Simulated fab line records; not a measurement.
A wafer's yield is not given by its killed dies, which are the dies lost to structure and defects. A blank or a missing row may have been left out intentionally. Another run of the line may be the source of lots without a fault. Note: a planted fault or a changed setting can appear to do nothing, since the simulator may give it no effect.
8D (eight disciplines) problem report, filled in by code || flow sky130 || the parts of the form that need people (team, actions taken, sign-off) are left out

1. THE PROBLEM
Wafers free of any fault read 5279 ohm/sq (standard deviation 20) for PWDE_RS at SKY_NWELL_RS_MEAS_31, against a mean of 5431 ohm/sq on 9 wafers of 3 lots. Relative to the usual mean, that is a shift of +7.6 standard deviations.
The step: measures by four-point-probe.
First seen on wafer L453.2, day 7 08:46, on filmMetro-03. The record has a number at this step for 39 wafers belonging to 13 lots. Rule for "out" (also "out of limits"): further than 4 standard deviations from the usual mean. All remaining wafers that have a number are taken as sound.

2. WHAT IT IS, WHAT IT ISN'T
{"question": "which readings at this step", "is": "PWDE_RS", "is not": "-"}
{"question": "which lots", "is": "L453, L455, L456", "is not": "L445, L446, L450, L451, L457, L461, L463, L466, L467, L468"}
{"question": "which wafers of those lots", "is": "all that have a number", "is not": "-"}
{"question": "read on which gauges", "is": "filmMetro-03, filmMetro-04", "is not": "filmMetro-01"}
{"question": "when", "is": "from day 7 08:46", "is not": "up to then (12 sound wafers); but 18 sound wafers of L457, L461, L463, L466, L467, L468 came after"}

3. SUSPECTS, AND WHAT RULES EACH OUT
Counting: a tool at a process step up to the reading stays a suspect if it ran every lot that is out and no sound lot after the first of them.
- the gauge at SKY_NWELL_RS_MEAS_31: ruled out. Those wafers that are out were read across 2 gauges (filmMetro-03, filmMetro-04).
- implanter-03 at SKY_PWDE_IMPLANT_08: ruled out as a lasting fault. Following L453 (day 5 16:59), the first lot on it that is out, the sound lots L466, L468 were run on it.
Left after counting: nothing in the record.

4. THE CAUSE (what the simulator had put in)
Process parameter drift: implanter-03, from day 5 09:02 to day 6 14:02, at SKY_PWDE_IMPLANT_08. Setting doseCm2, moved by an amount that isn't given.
The count ruled it out by mistake, since the rule takes a fault to strike every lot its tool runs from the start of the fault on, and this one did not do so.

5. THE CHAIN OF EFFECTS, in route order
Each row: a reading whose mean over the struck wafers that have a number lies more than 3 standard deviations from the usual. Readings are gone through only where the record gives a usual standard deviation; hours: the median, over the lots, of the time from a lot's start at the first step in this table giving one to that lot's start at this step; sigmas: the change measured in usual standard deviations.
{"hours": 0, "step": "SKY_PWDE_IMPLANT_08", "reading": "doseIonsCm2", "usual": 3.6e+12, "on struck wafers": 3.5e+12, "change": -1.3e+11, "sigmas": -36}
{"hours": 40, "step": "SKY_NWELL_RS_MEAS_31", "reading": "PWDE_RS", "usual": "5279 ohm/sq", "on struck wafers": 5431, "change": "+152", "sigmas": "+7.6"}
The process steps in it:
- SKY_PWDE_IMPLANT_08

6. WHAT WOULD HAVE CAUGHT IT SOONER
The first out-of-limits reading at a measuring or inspecting step in this record came at day 7 08:46, 48 hours after the fault's start at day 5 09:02.
Tool's own readings at SKY_PWDE_IMPLANT_08, doseIonsCm2: out on all struck wafers the step has rows for; an alarm limit on them would have tripped on the first.
